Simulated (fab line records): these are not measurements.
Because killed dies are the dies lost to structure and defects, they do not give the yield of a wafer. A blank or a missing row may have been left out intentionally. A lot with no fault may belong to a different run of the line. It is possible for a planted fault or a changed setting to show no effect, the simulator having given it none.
A struck lot beside a sound one || flow sky130 || 18 out of 708 route steps
Sound: wafers L557.1, L557.5, L557.6. The struck wafers were L568.4, L568.5, L568.6. Last of all comes the cause.
Each step with rows lists, per side, the tool, then ch with its chambers, then its first start. Under that, the readings that differ: sound wafers || struck wafers || difference of the means || sigmas: that difference in standard deviations of wafers without a fault.
alike: readings with means less than 2 such deviations apart, plus words and numbers identical on both sides. not compared: withheld readings, readings lacking a value on some wafer, bounds such as >300 that could conceal the same value, and numbers that have no deviation in the record and whose values overlap.
Wherever a step has rows on one side only, a row that says differs or no value, or a row with sigmas, the two part there. Numbers that don't overlap but have no deviation are shown without sigmas and don't part them. Lack of a reading on every wafer of one side parts them only where that side has two or more wafers.

first, 2 steps without rows for these wafers: SKY_GATE_OXIDE_CLEAN_00 (cleans in SC1/SC2, time 150 s); SKY_GATE_OXIDE_OXIDATION_01 (stabilise 600 s, purge 300 s, target thk 10.268 nm).
SKY_GATE_OXIDE_THK_MEAS_02:
  sound on film metro-01 at day 14 08:39; struck on film metro-03 at day 18 11:31
  alike: GATE_OXIDE_OXIDATION_00_THK
then, 7 steps without rows for these wafers: SKY_GATE_OXIDE_DEHYDRATE_03 (time 60 s); SKY_GATE_OXIDE_HMDS_04 (prime time 60 s); SKY_GATE_OXIDE_COAT_05 (resist thk 1140 nm); SKY_GATE_OXIDE_SOFTBAKE_06 (time 60 s); SKY_GATE_OXIDE_EXPOSE_07 (exposes mask LVOM, target cd 600 nm); SKY_GATE_OXIDE_PEB_08; SKY_GATE_OXIDE_DEVELOP_09 (develop time 60 s).
SKY_GATE_OXIDE_OVL_MEAS_10:
  sound on overlay-01 at day 15 11:56; struck on overlay-01 at day 19 17:21
  alike: GATE_OXIDE_OVL
next, for these wafers, 1 step has no rows: SKY_GATE_OXIDE_IMPLANT_11.
SKY_GATE_OXIDE_WET_ETCH_12: etches SiO2 in dHF, target depth 16.8 nm, time 336 s.
  sound on wet bench-03 ch 3, day 15 12:07; struck on wet bench-01 ch 3, day 19 17:31
{"reading": "run length s (s)", "sound": "362 362 362", "struck": "158 158 158", "difference": -204, "sigmas": -62}
{"reading": "model.SiO2_of_FIELD_ISO_CVD_24.thk nm (nm)", "sound": "365.4 363 364.3", "struck": "375.3 376.5 377.3", "difference": "+12.1", "sigmas": ""}
SKY_GATE_OXIDE_STRIP_13: strips in O2/N2.
  sound on plasma asher-01 ch 0,1, day 15 12:14; struck on plasma asher-04 ch 0,1, day 19 17:40
  alike: drypump motor current A, oes product au, strip time to endpoint s
  not compared: rf hours counter h
SKY_GATE_OXIDE_TW_MEAS_14:
  sound on film metro-03 at day 15 12:20; struck on film metro-02 at day 19 17:45
{"reading": "GATE_OXIDE_TW", "sound": "220 220 219", "struck": "228 228 227", "difference": "+8", "sigmas": "+2"}
SKY_GATE_OXIDE_CLEAN_15: cleans in SC1/SC2, time 150 s.
  sound on wet bench-01 ch 2, day 15 12:23; struck on wet bench-01 ch 2, day 19 17:47
{"reading": "model.SiO2_of_FIELD_ISO_CVD_24.thk nm (nm)", "sound": "364.7 362.3 363.6", "struck": "374.6 375.8 376.6", "difference": "+12.1", "sigmas": ""}
then, 1 step without rows for these wafers: SKY_GATE_OXIDE_OXIDATION_16 (stabilise 600 s, purge 300 s, target thk 3.57 nm).
-- here the record skips 30 days between the struck wafers' starts before and after, leaving off in module GATE_OXIDE and picking up in module PAD_OPEN (first step shown: number 708 of the route) --
SKY_PAD_OPEN_PROBE_99:
  the record has rows for the struck wafers here (prober-01, day 49 21:53) and none for the sound ones

== WHERE THEY PART ==
First at SKY_GATE_OXIDE_WET_ETCH_12; last, within this record, at SKY_PAD_OPEN_PROBE_99.

WHY: the cause the simulator had injected
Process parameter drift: wet bench-01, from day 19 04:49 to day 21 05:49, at SKY_GATE_OXIDE_WET_ETCH_12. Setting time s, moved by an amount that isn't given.
